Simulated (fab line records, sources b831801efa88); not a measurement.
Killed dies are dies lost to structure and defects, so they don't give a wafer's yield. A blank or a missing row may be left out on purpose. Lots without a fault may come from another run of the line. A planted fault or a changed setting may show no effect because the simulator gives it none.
A struck lot beside a sound one | flow sky130 | 16 steps out of a route of 708
Sound: wafers L979.4, L979.5, L979.6. Struck: wafers L976.1, L976.2, L976.5. The cause comes at the end.
At each step with rows: each side's tool, then ch and its chambers, then its first start. Under that, the readings that differ: sound wafers | struck wafers | difference of the means | sigmas: that difference in standard deviations of wafers without a fault.
alike: readings whose means differ by less than 2 such deviations, and words and numbers that are the same on both sides. not compared: withheld readings, readings that some wafer has no value for, bounds like >300 that may hide the same value, and numbers for which the record gives no deviation and whose values overlap.
The two part at a step that has a row with sigmas, a row that says differs or no value, or rows on one side only. Numbers that don't overlap but have no deviation are shown without sigmas and don't part them. A reading that every wafer of one side lacks parts them only if that side has two wafers or more.

first, 5 steps without rows for these wafers: SKY_SONOS_TUNNEL_COAT_02 (resist thk 1140 nm); SKY_SONOS_TUNNEL_SOFTBAKE_03 (time 60 s); SKY_SONOS_TUNNEL_EXPOSE_04 (exposes mask TUNM, target cd 410 nm); SKY_SONOS_TUNNEL_PEB_05; SKY_SONOS_TUNNEL_DEVELOP_06 (develop time 60 s).
SKY_SONOS_TUNNEL_CD_MEAS_07: target cd 410 nm.
  sound on cd_sem-01, day 19 09:23; struck on cd_sem-01, day 18 10:21
  alike: cd_nm
SKY_SONOS_TUNNEL_OVL_MEAS_08:
  sound on overlay-02, day 19 09:28; struck on overlay-01, day 18 10:28
  alike: SONOS_TUNNEL_OVL
then, 3 steps without rows for these wafers: SKY_SONOS_TUNNEL_IMPLANT_09; SKY_SONOS_TUNNEL_WET_ETCH_10 (etches SiO2 in dHF, target depth 14 nm, time 280 s); SKY_SONOS_TUNNEL_STRIP_11 (strips in SPM, time 600 s).
SKY_SONOS_TUNNEL_TW_MEAS_12:
  sound on film_metro-03, day 19 09:56; struck on film_metro-04, day 18 10:55
  alike: SONOS_TUNNEL_TW
then, 1 step without rows for these wafers: SKY_SONOS_TUNNEL_CLEAN_13 (cleans in dHF, time 20 s).
SKY_SONOS_ONO_OXIDATION_00: stabilise 600 s, purge 300 s, target thk 2.6 nm.
  sound on furnace-01 ch 0, day 19 09:59; struck on furnace-02 ch 0, day 18 13:31
  alike: ramp_up_c_per_min
SKY_SONOS_ONO_THK_MEAS_01:
  sound on film_metro-01, day 19 11:21; struck on film_metro-03, day 18 14:52
  reading                      | sound          | struck         | difference | sigmas
  SONOS_ONO_OXIDATION_THK (nm) | 2.50 2.65 2.61 | 4.36 4.33 4.36 | +1.76      | +28
then, 1 step without rows for these wafers: SKY_SONOS_ONO_CVD_02 (deposits Si3N4 from DCS/NH3, target thk 10.5 nm, time 180 s).
-- the record jumps here: 32 days lie between the struck wafers' starts before and after (it left off in module SONOS_ONO and takes up again in module PAD_OPEN, whose first step shown is number 708 of the route) --
SKY_PAD_OPEN_PROBE_99:
  sound on prober-01, day 50 20:31; struck on prober-01, day 50 11:40
  alike: killed_at_M0_to_M3, killed_at_M4_up, killed_at_contacts, killed_at_front_end, killed_at_other, killed_dies, killed_open, killed_short

WHERE THEY PART
Only at SKY_SONOS_ONO_THK_MEAS_01, within this record. Later steps at which nothing parts them and some readings are alike: SKY_PAD_OPEN_PROBE_99.

WHY: what the simulator had put in
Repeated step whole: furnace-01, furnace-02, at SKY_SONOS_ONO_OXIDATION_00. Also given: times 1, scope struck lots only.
